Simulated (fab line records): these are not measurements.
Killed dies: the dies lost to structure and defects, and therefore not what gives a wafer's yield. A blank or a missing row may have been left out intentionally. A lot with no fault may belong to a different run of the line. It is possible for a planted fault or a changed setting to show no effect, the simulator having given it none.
What tool caused it?    flow gf180mcu    42 wafers from 14 lots sampled at 5 of the route's 602 steps

## WHAT THE GAUGES SHOWED, per wafer
GF_HV_LDD_OVL_MEAS_20.
lot   measured      on          HV_LDD_01_OVL (nm)
L612  day 10 22:52  overlay-02  0.9 0.7 1.8
L613  day 11 12:55  overlay-02  -1.4 3.2 -0.9
L614  day 11 15:45  overlay-02  0.1 -0.6 -1.7
L615  day 11 20:35  overlay-02  -0.6 0.0 -0.7
L623  day 14 07:05  overlay-02  -3.4 -3.2 -2.8
L624  day 14 12:19  overlay-01  0.4 -2.0 -0.9
L626  day 15 05:11  overlay-02  0.2 1.0 1.6
L627  day 15 10:04  overlay-01  -1.5 -0.3 -1.6
L629  day 16 04:22  overlay-02  -0.7 0.5 -1.1
L631  day 16 18:12  overlay-01  0.5 -2.0 -0.5
L632  day 16 23:53  overlay-02  -1.9 0.4 -0.7
L633  day 17 10:24  overlay-02  -1.0 1.7 -0.2
L634  day 17 15:25  overlay-02  -0.9 -1.2 -1.8
L635  day 17 20:22  overlay-02  1.2 1.4 3.3

GF_HV_LDD_TW_MEAS_23.
lot   measured      on             HV_LDD_2_TW
L612  day 10 23:09  film metro-04  1054 1051 1049
L613  day 11 13:12  film metro-02  1057 1057 1066
L614  day 11 16:02  film metro-04  1042 1050 1049
L615  day 11 20:53  film metro-04  1045 1050 1048
L623  day 14 07:23  film metro-03  1073 1073 1076
L624  day 14 12:36  film metro-03  1072 1067 1071
L626  day 15 05:28  film metro-02  1053 1058 1061
L627  day 15 10:21  film metro-03  1071 1071 1072
L629  day 16 04:39  film metro-02  1053 1056 1052
L631  day 16 18:29  film metro-02  1049 1051 1053
L632  day 17 00:10  film metro-02  1059 1058 1065
L633  day 17 10:41  film metro-02  1056 1054 1057
L634  day 17 15:42  film metro-04  1047 1046 1046
L635  day 17 20:40  film metro-02  1058 1060 1061

GF_HV_LDD_RS_MEAS_53: measurement is done with a four-point probe.
lot   measured      on             HV_LDD_RS (ohm/sq)
L612  day 12 14:10  film metro-04  416.7 417.6 418.2
L613  day 13 04:56  film metro-03  418.6 419.5 418.8
L614  day 13 08:13  film metro-03  418.2 416.9 417.8
L615  day 13 12:44  film metro-04  418.2 418.8 418.0
L623  day 16 04:04  film metro-03  372.9 373.6 373.0
L624  day 16 08:49  film metro-03  373.5 373.6 373.4
L626  day 17 02:52  film metro-02  419.5 419.3 419.5
L627  day 17 08:17  film metro-04  417.4 417.6 417.8
L629  day 18 03:41  film metro-02  420.4 420.1 419.6
L631  day 18 18:31  film metro-03  418.7 419.9 418.6
L632  day 18 23:51  film metro-04  416.3 416.9 417.1
L633  day 19 11:24  film metro-02  420.0 418.9 418.6
L634  day 19 16:58  film metro-04  417.9 417.7 417.6
L635  day 19 22:13  film metro-04  416.5 415.7 417.4

## EACH LOT AND THE TOOL THAT RAN IT (in order: tool; ch and the chambers of the sampled wafers; start)
lot   GF_HV_LDD_IMPLANT_34             GF_HV_LDD_RTA_52
L612  implanter-02 ch 0, day 11 18:03  rtp anneal-01 ch 0, day 12 14:06
L613  implanter-04 ch 0, day 12 08:31  rtp anneal-02 ch 0, day 13 04:48
L614  implanter-04 ch 0, day 12 11:23  rtp anneal-02 ch 0, day 13 08:05
L615  implanter-02 ch 0, day 12 16:10  rtp anneal-02 ch 0, day 13 12:37
L623  implanter-02 ch 0, day 15 05:09  rtp anneal-02 ch 0, day 16 03:58
L624  implanter-02 ch 0, day 15 10:02  rtp anneal-01 ch 0, day 16 08:46
L626  implanter-04 ch 0, day 16 03:35  rtp anneal-01 ch 0, day 17 02:49
L627  implanter-01 ch 0, day 16 08:22  rtp anneal-02 ch 0, day 17 08:13
L629  implanter-04 ch 0, day 17 03:17  rtp anneal-02 ch 0, day 18 03:33
L631  implanter-01 ch 0, day 17 17:29  rtp anneal-02 ch 0, day 18 18:23
L632  implanter-01 ch 0, day 17 22:50  rtp anneal-01 ch 0, day 18 23:47
L633  implanter-04 ch 0, day 18 09:52  rtp anneal-02 ch 0, day 19 11:19
L634  implanter-04 ch 0, day 18 15:52  rtp anneal-02 ch 0, day 19 16:53
L635  implanter-02 ch 0, day 18 20:31  rtp anneal-01 ch 0, day 19 22:08
- GF_HV_LDD_IMPLANT_34
- GF_HV_LDD_RTA_52: time 10 s.

## AS READ BY THE TOOLS THEMSELVES (means over the sampled wafers that have a number; for cases with no such wafer, the mark the record gives instead)
GF_HV_LDD_IMPLANT_34.
lot   tool          tilt deg (degrees)
L612  implanter-02  29.987
L613  implanter-04  29.993
L614  implanter-04  29.964
L615  implanter-02  29.988
L623  implanter-02  -0.021
L624  implanter-02  -0.004
L626  implanter-04  29.992
L627  implanter-01  29.996
L629  implanter-04  30.000
L631  implanter-01  30.026
L632  implanter-01  30.021
L633  implanter-04  30.028
L634  implanter-04  30.016
L635  implanter-02  30.005

GF_HV_LDD_RTA_52.
lot   tool           lamp power pct (%)  wafer_temp_C_max
L612  rtp anneal-01  29                  1004.4
L613  rtp anneal-02  38                  1006.1
L614  rtp anneal-02  38                  1007.3
L615  rtp anneal-02  38                  1006.5
L623  rtp anneal-02  38                  1007.3
L624  rtp anneal-01  29                  1004.8
L626  rtp anneal-01  29                  1002.7
L627  rtp anneal-02  38                  1006.6
L629  rtp anneal-02  38                  1006.5
L631  rtp anneal-02  38                  1006.6
L632  rtp anneal-01  29                  1004.5
L633  rtp anneal-02  38                  1008.7
L634  rtp anneal-02  38                  1007.1
L635  rtp anneal-01  29                  1003.9

## THE ANSWER, worked out from the rows above alone
Rule: usual is defined by the lots themselves. Put in order of their means at a reading, lots are off if they are a third of the lots or fewer, leave a main group of 4 or more, and stand apart from it by a gap of 3 or more times the standard deviation of the main group's means; of several such gaps the widest counts. Not used: any main group whose means are identical at the precision the tables above print for the reading. A lot without any number at a reading at which 4 lots or more have one is off too. All remaining lots with rows at the step are treated as sound. The gauges are gone through in route order, then the tools' own readings, and for those a lot's mean is taken as printed above. At the first step where some lot is off, the reading lying furthest off is the one used; lots without a number count as furthest.
Off: at GF_HV_LDD_RS_MEAS_53 (HV_LDD_RS), L623, L624. The main group: mean 418.2 ohm/sq, standard deviation 1.1.
If a tool, at a process step before that reading, ran all the lots that are off and no sound lot after the first of them, it fits. The gauges at GF_HV_LDD_RS_MEAS_53 aren't tried: what is off there is off at GF_HV_LDD_IMPLANT_34 too, on other tools, and a gauge's error can't cause that. Of those tried, none fits.

## WHAT THE SIMULATOR HAD PUT IN
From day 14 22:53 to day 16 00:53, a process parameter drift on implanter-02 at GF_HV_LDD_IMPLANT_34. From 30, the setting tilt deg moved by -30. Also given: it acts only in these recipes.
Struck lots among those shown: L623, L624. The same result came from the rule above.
